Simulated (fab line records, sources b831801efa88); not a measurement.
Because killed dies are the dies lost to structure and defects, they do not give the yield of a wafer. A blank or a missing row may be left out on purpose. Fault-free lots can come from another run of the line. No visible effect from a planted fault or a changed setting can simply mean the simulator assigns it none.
Matching of chambers | flow gf180mcu | GF_STI_ETCH_14 on rie-si-01 has 4 sister chambers
The step etches Si in HBr/Cl2/O2, target depth 360 nm, time 102.9 s. 7 wafers are shown with their chamber, then 7 later ones without.

== WAFERS WITH THEIR CHAMBER ==
wafer  | chamber | oes-product-au (a.u.) | throttle-valve-pct (%)
L692.1 | 1       | 1.007                 | 25.653
L695.4 | 0       | 0.987                 | 25.649
L696.1 | 0       | 1.004                 | 25.655
L705.3 | 2       | 1.016                 | 25.662
L705.6 | 3       | 0.995                 | 25.650
L709.1 | 3       | 0.987                 | 25.669
L709.2 | 2       | 0.997                 | 25.658

== WAFERS MISSING THEIR CHAMBER ==
wafer  | oes-product-au (a.u.) | throttle-valve-pct (%)
L709.3 | 1.002                 | 25.665
L711.3 | 1.003                 | 25.640
L711.5 | 1.014                 | 25.647
L711.6 | 1.001                 | 25.673
L715.3 | 1.005                 | 25.666
L715.4 | 0.998                 | 25.669
L715.6 | 1.000                 | 25.654

== CHAMBER TAKEN BY EACH ==
wafer  | from the rows above               | in truth
L709.3 | can't be placed: 2 or 3 or 1 or 0 | 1
L711.3 | can't be placed: 0 or 1 or 2 or 3 | 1
L711.5 | can't be placed: 1 or 2 or 0 or 3 | 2
L711.6 | can't be placed: 2 or 3 or 1 or 0 | 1
L715.3 | can't be placed: 2 or 3 or 1 or 0 | 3
L715.4 | can't be placed: 3 or 2 or 0 or 1 | 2
L715.6 | can't be placed: 0 or 1 or 2 or 3 | 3
Placed correctly: 0 of 7. Unplaceable from these rows: 7, with the true chamber sitting among the candidates in 7. 0 placed wrongly.
How it was worked out, from the rows above alone: a wafer's distance from a chamber is the root of the sum, over the readings, of the square of ((its reading less the chamber's mean) divided by the reading's scatter). If the next closest chamber is less than 2 further off than the closest, the wafer can't be placed; otherwise it belongs to the closest. A chamber's mean is the mean of its shown wafers. How the scatter is found: for the shown wafers, subtract from each reading the mean of its chamber, square and add these, divide the total by (wafers less chambers), then take the root.
